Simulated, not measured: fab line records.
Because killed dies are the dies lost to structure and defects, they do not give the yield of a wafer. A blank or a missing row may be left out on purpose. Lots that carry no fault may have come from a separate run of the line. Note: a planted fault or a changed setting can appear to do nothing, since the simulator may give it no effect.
fab line records ; flow gf180mcu
[record] lots = 15; wafers = 44; last-day = 33
route steps=602 shown NSD@247 SAB@270 SALICIDE@282
lots that met no fault: from a run of the same line without faults
start-h: hours from the record's opening day to when the first of the lot's shown wafers began ; wait-h: hours elapsed since this lot's preceding step ; " the same as in the row above ; L1.1+2: a single row standing in for several wafers ; - value missing, or start not given ; * or withheld: withheld ; < > ~ a bound
route shown NAME@n: names a module that has steps shown in the file, with the first one's number in the route ; usual: mean/standard deviation taken from wafers without a fault ; same: alike in all rows ; chamber/n: place in a boat ; sites: each site's reading ; _std_site: the standard deviation of these ; _edge_site: mean of outer sites minus mean of inner sites ; radius-mm: for every site, how far away it sits from the centre of the wafer ; mask NAME#n: copy n ; behind: the most recent tool/chamber to have shaped the wafer ; hold: the reason the lot was held/the length of the hold in hours/how it ended ; device: transistor that didn't switch, given as n, p or np ; end of line: the route-end tests of the same wafers ; a step with no rows: only its recipe ; killed: dies that structure and defects cost at the first sort, which is not the same as the wafer's yield ; map: a wafer's dies, x killed, . not, _ none there
set.NAME: setting as actually run; set.NAME@STEP: the setting as run at that earlier step ; model.NAME: the simulator's own value behind a step, which no gauge read
steps of the route over a sample of lots; a table a step, a row a wafer
services: when a tool's chamber went out of use (start-h, in hours from the record's first day, below 0 if earlier), for how many hours, and the reason
[[steps]]
[step GF_NSD_TW_MEAS_12]
[usual] NSD_TW = 4259/30
lot.wafer;tool;chamber;start-h;wait-h;NSD_TW
L726.3;film-metro-02;-;297.77;0.1;4255
L726.4;film-metro-02;-;297.77;0.1;4278
L726.6;film-metro-02;-;297.77;0.1;4261
L728.2;film-metro-03;-;310.31;0.1;4250
L728.3;film-metro-03;-;310.31;0.1;4273
L728.6;film-metro-03;-;310.31;0.1;4302
L730.1;film-metro-03;-;331.64;0.1;4233
L730.2;film-metro-03;-;331.64;0.1;4252
L730.5;film-metro-03;-;331.64;0.1;4244
L732.3;film-metro-03;-;340.04;0.1;4200
L732.4;film-metro-03;-;340.04;0.1;4197
L732.5;film-metro-03;-;340.04;0.1;4196
L733.2;film-metro-02;-;348.53;0.1;4267
L733.5;film-metro-02;-;348.53;0.1;4247
L733.6;film-metro-02;-;348.53;0.1;4267
L734.1;film-metro-03;-;361.82;0.1;4239
L734.2;film-metro-03;-;361.82;0.1;4244
L734.5;film-metro-03;-;361.82;0.1;4231
L735.2;film-metro-01;-;365.00;0.1;4303
L735.4;film-metro-01;-;365.00;0.1;4278
L735.5;film-metro-01;-;365.00;0.1;4304
L736.1;film-metro-03;-;378.69;0.1;4224
L736.2;film-metro-03;-;378.69;0.1;4218
L736.4;film-metro-03;-;378.69;0.1;4226
L737.1;film-metro-02;-;383.25;0.1;4243
L737.2;film-metro-02;-;383.25;0.1;4249
L737.6;film-metro-02;-;383.25;0.1;4285
L738.1;film-metro-02;-;393.89;0.1;4288
L738.3;film-metro-02;-;393.89;0.1;4305
L738.6;film-metro-02;-;393.89;0.1;4296
L739.3;film-metro-01;-;401.47;0.1;4297
L739.5;film-metro-01;-;401.47;0.1;4296
L739.6;film-metro-01;-;401.47;0.1;4301
L741.3;film-metro-02;-;417.12;0.1;4247
L741.4;film-metro-02;-;417.12;0.1;4253
L741.5;film-metro-02;-;417.12;0.1;4244
L742.1;film-metro-02;-;422.07;0.1;4269
L742.2;film-metro-02;-;422.07;0.1;4268
L742.3;film-metro-02;-;422.07;0.1;4253
L743.2;film-metro-03;-;435.30;0.1;4247
L743.3;film-metro-03;-;435.30;0.1;4241
L743.5;film-metro-03;-;435.30;0.1;4239
L744.1;film-metro-01;-;443.00;0.1;4307
L744.5;film-metro-01;-;443.00;0.1;4277
[step GF_SAB_EXPOSE_06]
[recipe] mask-id = SAB; target-cd-nm = 420; na = 0.6; source-shape = conventional; sigma-outer = 0.6; dose-mj = 140
lot.wafer;tool;chamber;start-h;wait-h;mask
L726.3+4+6;iline-stepper-02;0;329.53;-;SAB#0
L728.2+3+6;iline-stepper-01;0;342.88;-;SAB#0
L730.1+2+5;iline-stepper-01;0;364.39;-;SAB#0
L732.3+4+5;iline-stepper-01;0;373.65;-;SAB#0
L733.2+5+6;iline-stepper-02;0;380.93;-;SAB#0
L734.1+2+5;iline-stepper-01;0;395.38;-;SAB#0
L735.2+4+5;iline-stepper-02;0;398.58;-;SAB#0
L736.1+2+4;iline-stepper-02;0;412.54;-;SAB#0
L737.1+2+6;iline-stepper-01;0;415.73;-;SAB#0
L738.1+3+6;iline-stepper-01;0;428.74;-;SAB#0
L739.3+5+6;iline-stepper-01;0;436.52;-;SAB#0
L741.3+4+5;iline-stepper-01;0;454.63;-;SAB#0
L742.1+2+3;iline-stepper-01;0;459.29;-;SAB#0
L743.2+3+5;iline-stepper-01;0;471.40;-;SAB#0
L744.1+5;iline-stepper-01;0;480.19;-;SAB#0
[step GF_SAB_CD_MEAS_09]
[recipe] target-cd-nm = 420
[usual] cd-nm = 420.1/2.5
lot.wafer;tool;chamber;start-h;wait-h;cd-nm
L726.3;cd-sem-02;-;339.83;0.1;420.1
L726.4;cd-sem-02;-;339.83;0.1;420.3
L726.6;cd-sem-02;-;339.83;0.1;421.4
L728.2;cd-sem-01;-;353.37;0.1;421.0
L728.3;cd-sem-01;-;353.37;0.1;421.5
L728.6;cd-sem-01;-;353.37;0.1;421.5
L730.1;cd-sem-02;-;375.39;0.1;417.8
L730.2;cd-sem-02;-;375.39;0.1;416.8
L730.5;cd-sem-02;-;375.39;0.1;418.4
L732.3;cd-sem-01;-;384.48;0.1;420.9
L732.4;cd-sem-01;-;384.48;0.1;418.5
L732.5;cd-sem-01;-;384.48;0.1;419.9
L733.2;cd-sem-02;-;391.11;0.1;416.2
L733.5;cd-sem-02;-;391.11;0.1;417.2
L733.6;cd-sem-02;-;391.11;0.1;417.2
L734.1;cd-sem-01;-;406.24;0.1;420.5
L734.2;cd-sem-01;-;406.24;0.1;418.0
L734.5;cd-sem-01;-;406.24;0.1;421.4
L735.2;cd-sem-02;-;409.11;0.1;423.9
L735.4;cd-sem-02;-;409.11;0.1;423.8
L735.5;cd-sem-02;-;409.11;0.1;421.9
L736.1;cd-sem-01;-;423.34;0.1;421.7
L736.2;cd-sem-01;-;423.34;0.1;422.5
L736.4;cd-sem-01;-;423.34;0.1;424.0
L737.1;cd-sem-01;-;427.49;0.1;418.9
L737.2;cd-sem-01;-;427.49;0.1;420.3
L737.6;cd-sem-01;-;427.49;0.1;420.0
L738.1;cd-sem-02;-;440.54;0.1;421.6
L738.3;cd-sem-02;-;440.54;0.1;421.8
L738.6;cd-sem-02;-;440.54;0.1;423.2
L739.3;cd-sem-01;-;448.73;0.1;418.6
L739.5;cd-sem-01;-;448.73;0.1;415.5
L739.6;cd-sem-01;-;448.73;0.1;416.4
L741.3;cd-sem-02;-;466.03;0.1;418.0
L741.4;cd-sem-02;-;466.03;0.1;420.2
L741.5;cd-sem-02;-;466.03;0.1;418.8
L742.1;cd-sem-02;-;470.29;0.1;310.4
L742.2;cd-sem-02;-;470.29;0.1;310.1
L742.3;cd-sem-02;-;470.29;0.1;422.5
L743.2;cd-sem-01;-;483.96;0.1;307.6
L743.3;cd-sem-01;-;483.96;0.1;420.4
L743.5;cd-sem-01;-;483.96;0.1;420.4
L744.1;cd-sem-01;-;491.94;0.1;299.7
L744.5;cd-sem-01;-;491.94;0.1;416.4
[step GF_SAB_OVL_MEAS_10]
[usual] SAB_OVL = -0.9/1.1
lot.wafer;tool;chamber;start-h;wait-h;SAB_OVL[nm]
L726.3;overlay-01;-;339.93;0.1;0.1
L726.4;overlay-01;-;339.93;0.1;-1.4
L726.6;overlay-01;-;339.93;0.1;-2.2
L728.2;overlay-01;-;353.47;0.1;0.0
L728.3;overlay-01;-;353.47;0.1;0.2
L728.6;overlay-01;-;353.47;0.1;1.5
L730.1;overlay-01;-;375.51;0.1;-2.6
L730.2;overlay-01;-;375.51;0.1;-1.8
L730.5;overlay-01;-;375.51;0.1;-2.8
L732.3;overlay-01;-;384.57;0.1;-1.5
L732.4;overlay-01;-;384.57;0.1;-1.8
L732.5;overlay-01;-;384.57;0.1;-1.4
L733.2;overlay-02;-;391.21;0.1;-0.9
L733.5;overlay-02;-;391.21;0.1;-0.9
L733.6;overlay-02;-;391.21;0.1;-1.4
L734.1;overlay-02;-;406.36;0.1;-1.2
L734.2;overlay-02;-;406.36;0.1;-1.8
L734.5;overlay-02;-;406.36;0.1;-0.5
L735.2;overlay-02;-;409.21;0.1;-1.2
L735.4;overlay-02;-;409.21;0.1;-2.4
L735.5;overlay-02;-;409.21;0.1;-3.0
L736.1;overlay-02;-;423.46;0.1;-2.0
L736.2;overlay-02;-;423.46;0.1;-2.1
L736.4;overlay-02;-;423.46;0.1;-0.8
L737.1;overlay-01;-;427.61;0.1;0.2
L737.2;overlay-01;-;427.61;0.1;-0.9
L737.6;overlay-01;-;427.61;0.1;-0.7
L738.1;overlay-02;-;440.66;0.1;-3.2
L738.3;overlay-02;-;440.66;0.1;0.2
L738.6;overlay-02;-;440.66;0.1;1.0
L739.3;overlay-02;-;448.82;0.1;-0.7
L739.5;overlay-02;-;448.82;0.1;-0.8
L739.6;overlay-02;-;448.82;0.1;0.8
L741.3;overlay-01;-;466.12;0.1;0.0
L741.4;overlay-01;-;466.12;0.1;-1.9
L741.5;overlay-01;-;466.12;0.1;-1.3
L742.1;overlay-01;-;470.41;0.1;-0.4
L742.2;overlay-01;-;470.41;0.1;-0.7
L742.3;overlay-01;-;470.41;0.1;-1.1
L743.2;overlay-02;-;484.07;0.1;-0.1
L743.3;overlay-02;-;484.07;0.1;-1.3
L743.5;overlay-02;-;484.07;0.1;-0.9
L744.1;overlay-02;-;492.06;0.1;0.5
L744.5;overlay-02;-;492.06;0.1;-1.5
[step GF_SALICIDE_RS_MEAS_04]
[recipe] thk-meas-gauge = four-point-probe; reads = TiN_of_SALICIDE_SPUTTER_03+Co_of_SALICIDE_SPUTTER_02
[usual] SALICIDE_TIN_RS = 16.36/0.29
lot.wafer;tool;chamber;start-h;wait-h;SALICIDE_TIN_RS[ohm/sq]
L726.3;film-metro-04;-;340.38;0.1;16.05
L726.4;film-metro-04;-;340.38;0.1;15.91
L726.6;film-metro-04;-;340.38;0.1;15.90
L728.2;film-metro-03;-;353.91;0.0;16.64
L728.3;film-metro-03;-;353.91;0.0;16.67
L728.6;film-metro-03;-;353.91;0.0;16.47
L730.1;film-metro-04;-;375.97;0.0;16.55
L730.2;film-metro-04;-;375.97;0.0;16.52
L730.5;film-metro-04;-;375.97;0.0;16.54
L732.3;film-metro-02;-;385.03;0.1;16.89
L732.4;film-metro-02;-;385.03;0.1;16.72
L732.5;film-metro-02;-;385.03;0.1;16.59
L733.2;film-metro-03;-;391.67;0.0;16.42
L733.5;film-metro-03;-;391.67;0.0;16.61
L733.6;film-metro-03;-;391.67;0.0;16.93
L734.1;film-metro-02;-;406.78;0.0;16.58
L734.2;film-metro-02;-;406.78;0.0;16.54
L734.5;film-metro-02;-;406.78;0.0;16.82
L735.2;film-metro-03;-;409.66;0.0;16.92
L735.4;film-metro-03;-;409.66;0.0;16.83
L735.5;film-metro-03;-;409.66;0.0;17.02
L736.1;film-metro-02;-;423.90;0.0;16.44
L736.2;film-metro-02;-;423.90;0.0;16.48
L736.4;film-metro-02;-;423.90;0.0;16.20
L737.1;film-metro-03;-;428.04;0.0;15.98
L737.2;film-metro-03;-;428.04;0.0;16.08
L737.6;film-metro-03;-;428.04;0.0;16.09
L738.1;film-metro-03;-;441.11;0.0;16.79
L738.3;film-metro-03;-;441.11;0.0;16.54
L738.6;film-metro-03;-;441.11;0.0;16.78
L739.3;film-metro-02;-;449.27;0.1;16.16
L739.5;film-metro-02;-;449.27;0.1;16.54
L739.6;film-metro-02;-;449.27;0.1;16.34
L741.3;film-metro-04;-;466.59;0.1;16.07
L741.4;film-metro-04;-;466.59;0.1;16.39
L741.5;film-metro-04;-;466.59;0.1;16.13
L742.3;film-metro-02;-;470.88;0.1;16.20
L743.3;film-metro-03;-;484.53;0.1;16.06
L743.5;film-metro-03;-;484.53;0.1;15.85
L744.5;film-metro-03;-;492.56;0.1;16.21
[[services]]
tool;chamber;start-h;hours;kind
iline-stepper-02;-;320.00;1.2;repair
iline-stepper-02;-;349.88;1.7;pm
iline-stepper-02;0;361.64;-;calibration
iline-stepper-01;0;366.62;-;calibration
iline-stepper-02;-;414.08;2.1;pm
iline-stepper-02;-;416.16;-;consumable-replace:lamp
iline-stepper-01;-;450.71;1.7;pm
[[key]]
[first-sign] step = GF_SAB_CD_MEAS_09; reading = cd-nm; direction = down; sigmas = 45; usual = 420.1; struck = 307.0
effect none on later readings
met-at GF_SAB_EXPOSE_06
struck-lots L742,L743,L744
struck-wafers L742.1,L742.2,L743.2,L744.1
later-rows-left-out L742.1,L742.2,L743.2,L744.1
sort-left-out L742.1,L742.2,L743.2,L744.1
tester-left-out L742,L743,L744
not-acting-at GF_NSD_TW_MEAS_12,GF_SAB_OVL_MEAS_10,GF_SALICIDE_RS_MEAS_04
onset-between 454.63 459.29
[fault] kind = process-parameter-drift; tool = iline-stepper-01; chamber = -; onset-h = 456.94; steps = GF_SAB_EXPOSE_06; channel = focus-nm; offset = 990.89; shape = step; end-h = 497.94; scope = struck-wafers-only
// tester-left-out: of these lots the tester's yield and bins aren't shown, on N5 and GAA mostly nor the transistor test; their killed dies are dies lost to structure and defects alone, not to doping, threshold or leakage, so they don't give the yield
// sort-left-out: the simulated sort isn't trusted on such a fault, so these wafers' sort isn't shown, and their yield isn't known
// later-rows-left-out: the simulator's readings of these wafers behind a module that went badly wrong aren't trusted and aren't shown, but for the sort
